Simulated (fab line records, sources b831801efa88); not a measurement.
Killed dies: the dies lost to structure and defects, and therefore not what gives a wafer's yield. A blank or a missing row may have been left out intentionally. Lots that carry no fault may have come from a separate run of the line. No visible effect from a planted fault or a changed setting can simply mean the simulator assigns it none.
A lot that was struck, set against a sound lot -- flow sky130 -- 26 steps out of a route of 708
Sound: the wafers L411.2, L411.3, L411.5. Wafers struck: L429.1, L429.2, L429.4. The cause is given at the end.
Per side, at each step with rows, come the tool, then ch with its chambers, and then its first start. Under that, the readings that differ: sound wafers -- struck wafers -- difference of the means -- sigmas: that difference in standard deviations of wafers without a fault.
alike: a reading whose means differ by less than 2 such deviations, as well as words and numbers matching on both sides. not compared: withheld readings; readings where some wafer has no value; bounds like >300 that might hide an equal value; numbers whose values overlap and for which the record gives no deviation.
A row with sigmas, a row that says differs or no value, or rows on one side alone: a step with any of these is where the two part. When numbers do not overlap yet have no deviation, they are printed without sigmas and do not part them. A reading missing from all wafers of one side parts the sides only when that side holds two or more wafers.

first, 1 step without rows for these wafers: SKY_LDD_P_IMPLANT_09.
SKY_LDD_P_STRIP_10: strips in O2/N2.
  sound on plasma asher-03 ch 0,1, day 21 04:22; struck on plasma asher-04 ch 0,1, day 27 02:52
  alike: chamber pressure mTorr, drypump motor current A, oes product au, strip time to endpoint s
  not compared: rf hours counter h
SKY_LDD_P_TW_MEAS_11:
  sound on film metro-01 at day 21 04:28; struck on film metro-01 at day 27 02:58
  alike: LDD_P_TW
then, 7 steps without rows for these wafers: SKY_LDD_HVN_DEHYDRATE_00 (time 60 s); SKY_LDD_HVN_HMDS_01 (prime time 60 s); SKY_LDD_HVN_COAT_02 (resist thk 300 nm); SKY_LDD_HVN_SOFTBAKE_03 (time 60 s); SKY_LDD_HVN_EXPOSE_04 (exposes mask HVNTM, target cd 700 nm); SKY_LDD_HVN_PEB_05; SKY_LDD_HVN_DEVELOP_06 (develop time 60 s).
SKY_LDD_HVN_OVL_MEAS_07:
  sound on overlay-02 at day 22 11:26; struck on overlay-01 at day 28 06:43
  alike: LDD_HVN_OVL
after that, 1 step had no rows for these wafers: SKY_LDD_HVN_IMPLANT_08.
SKY_LDD_HVN_STRIP_09: strips in O2/N2.
  sound on plasma asher-03 ch 0, day 22 11:37; struck on plasma asher-02 ch 0,1, day 28 06:55
  no value came back on the struck wafers for chamber pressure mTorr (mTorr), drypump motor current A (A), oes product au (a.u.), strip time to endpoint s (s); on the sound wafers chamber pressure mTorr (mTorr) reads 1499.8 1501.0 1500.7
reading,sound,struck,difference,sigmas
model.NOVOLAK_of_LDD_HVN_COAT_02.thk nm (nm),0 0 0,298.8 301 298.9,+299.6,
  not compared: rf hours counter h
SKY_LDD_HVN_TW_MEAS_10:
  sound on film metro-01 at day 22 11:43; struck on film metro-02 at day 28 07:01
  alike: LDD_HVN_TW
then, 3 steps without rows for these wafers: SKY_LDD_HVP_DEHYDRATE_00 (time 60 s); SKY_LDD_HVP_HMDS_01 (prime time 60 s); SKY_LDD_HVP_COAT_02 (resist thk 300 nm).
SKY_LDD_HVP_SOFTBAKE_03: time 62.16 s.
  sound on litho track-03 ch 0, day 23 03:21; struck on litho track-01 ch 0, day 28 19:49
  alike: plate sensor t centre C, plate sensor t edge C
then, 3 steps without rows for these wafers: SKY_LDD_HVP_EXPOSE_04 (exposes mask HVPTM, target cd 700 nm); SKY_LDD_HVP_PEB_05; SKY_LDD_HVP_DEVELOP_06 (develop time 60 s).
SKY_LDD_HVP_OVL_MEAS_07:
  sound on overlay-01 at day 23 18:17; struck on overlay-01 at day 29 07:13
  alike: LDD_HVP_OVL
after that, 1 step had no rows for these wafers: SKY_LDD_HVP_IMPLANT_08.
SKY_LDD_HVP_STRIP_09: strips in O2/N2.
  sound on plasma asher-04 ch 0,1, day 23 18:28; struck on plasma asher-01 ch 0,1, day 29 07:25
reading,sound,struck,difference,sigmas
oes product au (a.u.),0.403 0.404 0.403,0.602 0.609 0.603,+0.201,+45
strip time to endpoint s (s),4.102 4.114 4.109,8.921 8.992 8.943,+4.844,+99 or more
  alike: chamber pressure mTorr, drypump motor current A
  not compared: rf hours counter h
SKY_LDD_HVP_TW_MEAS_10:
  sound on film metro-02 at day 23 18:34; struck on film metro-02 at day 29 07:31
reading,sound,struck,difference,sigmas
LDD_HVP_TW,456.1 452.2 453.6,29.9 29.8 29.9,-424.1,-99 or more
then, 1 step without rows for these wafers: SKY_LDD_LDN_DEHYDRATE_00 (time 60 s).

WHERE THEY PART
Last at SKY_LDD_HVP_TW_MEAS_10 as far as this record goes, first at SKY_LDD_HVN_STRIP_09.

WHY: the cause the simulator had injected
At SKY_LDD_HVN_STRIP_09, the step was skipped entirely on plasma asher-02 from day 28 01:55 on. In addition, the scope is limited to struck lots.
